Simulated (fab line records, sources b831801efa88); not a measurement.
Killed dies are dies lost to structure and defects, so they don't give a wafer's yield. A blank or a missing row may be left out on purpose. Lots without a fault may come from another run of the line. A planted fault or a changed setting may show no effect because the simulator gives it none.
Chamber matching | flow gf180mcu | GF_V5_ETCH_16 on rie_diel-03: 4 sister chambers
The step etches BARC in N2/H2. 8 wafers are shown with their chamber, then 12 later ones without.

WAFERS WITH THEIR CHAMBER
wafer  | chamber | drypump_motor_current_A (A) | throttle_valve_pct (%)
L076.2 | 2       | 6.4                         | 13.220
L076.6 | 2       | 6.5                         | 13.218
L085.6 | 3       | 5.7                         | 13.221
L086.5 | 0       | 5.8                         | 13.204
L086.6 | 1       | 5.9                         | 13.204
L088.2 | 3       | 5.6                         | 13.219
L088.3 | 1       | 5.9                         | 13.204
L088.5 | 0       | 5.8                         | 13.248

WAFERS WITHOUT THEIR CHAMBER
wafer  | drypump_motor_current_A (A) | throttle_valve_pct (%)
L090.3 | 5.9                         | 13.219
L090.5 | 5.8                         | 13.233
L090.6 | 5.7                         | 13.218
L091.1 | 6.5                         | 13.210
L091.3 | 5.8                         | 13.227
L091.4 | 5.9                         | 13.226
L093.1 | 5.7                         | 13.231
L093.5 | 5.8                         | 13.232
L093.6 | 5.9                         | 13.224
L096.1 | 5.6                         | 13.223
L096.4 | 5.8                         | 13.211
L096.6 | 6.5                         | 13.231

WHICH CHAMBER EACH WENT THROUGH
wafer  | from the rows above     | in truth
L090.3 | can't be placed: 1 or 0 | 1
L090.5 | 0                       | 0
L090.6 | can't be placed: 3 or 0 | 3
L091.1 | 2                       | 2
L091.3 | 0                       | 0
L091.4 | can't be placed: 1 or 0 | 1
L093.1 | can't be placed: 3 or 0 | 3
L093.5 | 0                       | 0
L093.6 | can't be placed: 1 or 0 | 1
L096.1 | 3                       | 3
L096.4 | can't be placed: 0 or 1 | 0
L096.6 | 2                       | 2
Placed correctly: 6 of 12. Can't be placed from these rows: 6 (the true chamber is among the candidates in 6). Placed wrongly: 0.
How it was worked out, from the rows above alone: a wafer's distance from a chamber is the root of the sum, over the readings, of the square of ((its reading less the chamber's mean) divided by the reading's scatter). The wafer belongs to the nearest chamber; if the next one is less than 2 further off, it can't be placed. A chamber's mean is the mean of its shown wafers. The scatter: the root of (the sum of the squares of (reading less its chamber's mean) over the shown wafers, divided by (wafers less chambers)).
